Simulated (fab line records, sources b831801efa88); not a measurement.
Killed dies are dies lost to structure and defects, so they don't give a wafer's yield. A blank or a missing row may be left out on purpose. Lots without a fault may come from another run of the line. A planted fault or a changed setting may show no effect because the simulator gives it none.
Which tool did it? | flow sky130 | 11 lots, 33 wafers sampled, at 6 steps of a route of 708

WHAT THE GAUGES READ, wafer by wafer
SKY_CONTACT_THK_MEAS_03. Usual: CONTACT_HDPCVD_THK 565 nm, standard deviation 7.
lot  | measured     | on            | CONTACT_HDPCVD_THK (nm) | flag
L121 | day 30 11:40 | film_metro-04 | 580 566 575             |
L122 | day 30 21:59 | film_metro-04 | 575 567 568             |
L123 | day 31 07:02 | film_metro-01 | 560 555 564             |
L125 | day 32 02:14 | film_metro-02 | 549 556 564             |
L130 | day 34 03:39 | film_metro-01 | 573 564 567             |
L132 | day 34 08:31 | film_metro-04 | 866 865 852             | OFF
L133 | day 34 16:03 | film_metro-02 | 853 855 845             | OFF
L136 | day 35 23:26 | film_metro-04 | 561 573 562             |
L138 | day 36 01:52 | film_metro-01 | 578 584 580             |
L141 | day 37 00:44 | film_metro-02 | 559 570 571             |
L144 | day 37 18:50 | film_metro-01 | 560 552 554             |

SKY_CONTACT_OVL_MEAS_15. Usual: CONTACT_OVL 4 nm, standard deviation 5.6.
lot  | measured     | on         | CONTACT_OVL (nm) | flag
L121 | day 31 15:39 | overlay-01 | 3 1 5            |
L122 | day 32 01:51 | overlay-01 | 5 12 5           |
L123 | day 32 11:09 | overlay-01 | 7 5 9            |
L125 | day 33 05:37 | overlay-01 | 5 2 3            |
L130 | day 35 07:16 | overlay-02 | 12 10 12         |
L132 | day 35 11:58 | overlay-01 | 10 5 5           |
L133 | day 35 19:15 | overlay-02 | 6 -2 7           |
L136 | day 37 02:13 | overlay-02 | 5 5 7            |
L138 | day 37 04:27 | overlay-02 | -7 -14 -13       |
L141 | day 38 02:40 | overlay-02 | 12 9 7           |
L144 | day 38 21:27 | overlay-02 | -1 4 9           |

WHICH TOOL RAN EACH LOT (tool, then ch and the chambers of the sampled wafers, then the start)
lot  | SKY_LI_CONTACT_CMP_24         | SKY_LOCAL_INTERCONNECT_STRIP_15      | SKY_CONTACT_HDPCVD_02            | SKY_CONTACT_CMP_04
L121 | cmp-01 ch 0,3, day 29 05:57   | plasma_asher-01 ch 0,1, day 30 10:55 | hdpcvd-02 ch 1,2, day 30 11:35   | cmp-02 ch 0,2, day 30 11:46
L122 | cmp-02 ch 0,1,2, day 29 16:59 | plasma_asher-01 ch 0,1, day 30 21:11 | hdpcvd-02 ch 0,1,2, day 30 21:55 | cmp-02 ch 0,1,3, day 30 22:02
L123 | cmp-02 ch 0,1,2, day 30 02:00 | plasma_asher-01 ch 0,1, day 31 06:17 | hdpcvd-01 ch 1,2, day 31 06:58   | cmp-02 ch 0,1,2, day 31 07:06
L125 | cmp-02 ch 1,2, day 30 21:38   | plasma_asher-02 ch 0,1, day 32 01:26 | hdpcvd-01 ch 1,2, day 32 02:08   | cmp-01 ch 1,2, day 32 02:19
L130 | cmp-02 ch 0,2, day 32 22:39   | plasma_asher-02 ch 0,1, day 34 02:52 | hdpcvd-01 ch 0,2, day 34 03:35   | cmp-02 ch 0,1,3, day 34 03:46
L132 | cmp-02 ch 0,2,3, day 33 03:54 | plasma_asher-01 ch 0,1, day 34 07:45 | hdpcvd-01 ch 0,1,2, day 34 08:26 | cmp-01 ch 0,1,2, day 34 08:37
L133 | cmp-02 ch 1,3, day 33 12:18   | plasma_asher-01 ch 0,1, day 34 15:16 | hdpcvd-01 ch 0,1,2, day 34 15:59 | cmp-01 ch 0,2, day 34 16:07
L136 | cmp-01 ch 2,3, day 34 19:13   | plasma_asher-04 ch 0,1, day 35 22:34 | hdpcvd-02 ch 1,2, day 35 23:22   | cmp-01 ch 1,2,3, day 35 23:43
L138 | cmp-02 ch 1,2,3, day 34 22:03 | plasma_asher-01 ch 0,1, day 36 01:07 | hdpcvd-02 ch 0,2, day 36 01:47   | cmp-01 ch 1,2, day 36 01:57
L141 | cmp-01 ch 0,2,3, day 35 20:46 | plasma_asher-04 ch 0,1, day 36 23:59 | hdpcvd-02 ch 0,1,2, day 37 00:38 | cmp-02 ch 0,2, day 37 00:49
L144 | cmp-02 ch 1,3, day 36 15:39   | plasma_asher-01 ch 0,1, day 37 18:03 | hdpcvd-02 ch 1,2, day 37 18:46   | cmp-01 ch 0,1,2, day 37 18:54
- SKY_LI_CONTACT_CMP_24: polishes, stops on PSG, t overpolish 20 s, target thk 0 nm.
- SKY_LOCAL_INTERCONNECT_STRIP_15: strips in O2/N2.
- SKY_CONTACT_HDPCVD_02: deposits SiO2, target thk 565 nm, time 94.2 s.
- SKY_CONTACT_CMP_04: polishes SiO2.

WHAT THE TOOLS THEMSELVES READ (means of the sampled wafers that have a number; where no wafer has one, the mark that the record gives instead)
SKY_LI_CONTACT_CMP_24. Usual: motor_current_A 11.4 A, standard deviation 1.1; overpolish_run_s 20.002 s, standard deviation 0.0082; slurry_flow_ml_min 150.0, standard deviation 0.46; time_to_endpoint_s 100 s, standard deviation 5.
lot  | tool   | motor_current_A (A) | overpolish_run_s (s) | slurry_flow_ml_min | time_to_endpoint_s (s) | flag
L121 | cmp-01 | 11.4                | 20.004               | 150.1              | 107                    |
L122 | cmp-02 | 11.8                | 20.002               | 150.1              | 93                     |
L123 | cmp-02 | 12.1                | 20.001               | 149.9              | 97                     |
L125 | cmp-02 | 12.9                | 20.002               | 150.5              | 94                     |
L130 | cmp-02 | 10.8                | 20.000               | 150.4              | 97                     |
L132 | cmp-02 | 11.6                | 20.002               | 149.8              | 98                     |
L133 | cmp-02 | 12.2                | 20.002               | 149.8              | 99                     |
L136 | cmp-01 | 10.8                | 20.001               | 150.2              | 101                    |
L138 | cmp-02 | 12.6                | 19.997               | 150.1              | 96                     |
L141 | cmp-01 | 11.5                | 19.996               | 150.5              | 102                    |
L144 | cmp-02 | 12.5                | 20.000               | 150.2              | 95                     |

SKY_LOCAL_INTERCONNECT_STRIP_15. Usual: drypump_motor_current_A 5.40 A, standard deviation 0.27; oes_product_au 0.427 a.u., standard deviation 0.0045; strip_time_to_endpoint_s 4.719 s, standard deviation 0.023.
lot  | tool            | drypump_motor_current_A (A) | oes_product_au (a.u.) | strip_time_to_endpoint_s (s) | flag
L121 | plasma_asher-01 | 5.32                        | 0.424                 | 4.698                        |
L122 | plasma_asher-01 | 5.44                        | 0.426                 | 4.726                        |
L123 | plasma_asher-01 | 5.43                        | 0.428                 | 4.723                        |
L125 | plasma_asher-02 | 5.63                        | 0.429                 | 4.716                        |
L130 | plasma_asher-02 | 5.64                        | 0.426                 | 4.741                        |
L132 | plasma_asher-01 | 5.33                        | 0.429                 | 4.719                        |
L133 | plasma_asher-01 | 5.32                        | 0.428                 | 4.716                        |
L136 | plasma_asher-04 | 5.29                        | 0.422                 | 4.711                        |
L138 | plasma_asher-01 | 5.32                        | 0.423                 | 4.724                        |
L141 | plasma_asher-04 | 5.46                        | 0.426                 | 4.715                        |
L144 | plasma_asher-01 | 5.44                        | 0.426                 | 4.748                        |

SKY_CONTACT_CMP_04. Usual: motor_current_A 12.4 A, standard deviation 1.2; slurry_flow_ml_min 150.0, standard deviation 0.46; time_to_endpoint_s 85 s, standard deviation 4.5.
lot  | tool   | motor_current_A (A) | slurry_flow_ml_min | time_to_endpoint_s (s) | flag
L121 | cmp-02 | 12.3                | 150.3              | 85                     |
L122 | cmp-02 | 12.5                | 150.0              | 82                     |
L123 | cmp-02 | 12.7                | 149.7              | 79                     |
L125 | cmp-01 | 11.6                | 149.7              | 82                     |
L130 | cmp-02 | 12.6                | 150.3              | 83                     |
L132 | cmp-01 | 12.0                | 150.1              | 197                    | OFF
L133 | cmp-01 | 11.9                | 150.4              | 193                    | OFF
L136 | cmp-01 | 11.9                | 149.8              | 91                     |
L138 | cmp-01 | 11.5                | 150.2              | 91                     |
L141 | cmp-02 | 11.7                | 150.3              | 83                     |
L144 | cmp-01 | 12.1                | 150.1              | 86                     |

THE ANSWER, worked out from the rows above alone
Rule: a lot is off if the mean of its wafers that have a number lies more than 3 standard deviations from the usual mean. A lot without any number at a reading at which 4 lots or more have one is off too. The other lots that the step has rows for count as sound. The gauges are gone through in route order, then the tools' own readings, and for those a lot's mean is taken as printed above. The first step at which some lot is off is used, and at that step the reading that is off furthest; a lot without a number counts as furthest.
Off: L132, L133, at SKY_CONTACT_THK_MEAS_03 (CONTACT_HDPCVD_THK).
A tool fits if, at a process step before that reading, it ran every lot that is off, and no sound lot after the first of them. The gauges at SKY_CONTACT_THK_MEAS_03 aren't tried: what is off there is off at SKY_CONTACT_CMP_04 too, on other tools, and a gauge's error can't cause that. One fits: hdpcvd-01 at SKY_CONTACT_HDPCVD_02. Its last sound lot is L130 (day 34 03:35), its first lot that is off L132 (day 34 08:26): a fault that began between those two fits.

WHAT THE SIMULATOR HAD PUT IN
Process parameter drift: hdpcvd-01, from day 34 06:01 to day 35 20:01, at SKY_CONTACT_HDPCVD_02. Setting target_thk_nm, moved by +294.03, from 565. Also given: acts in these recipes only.
Lots struck among those shown: L132, L133. The rule above found the same.
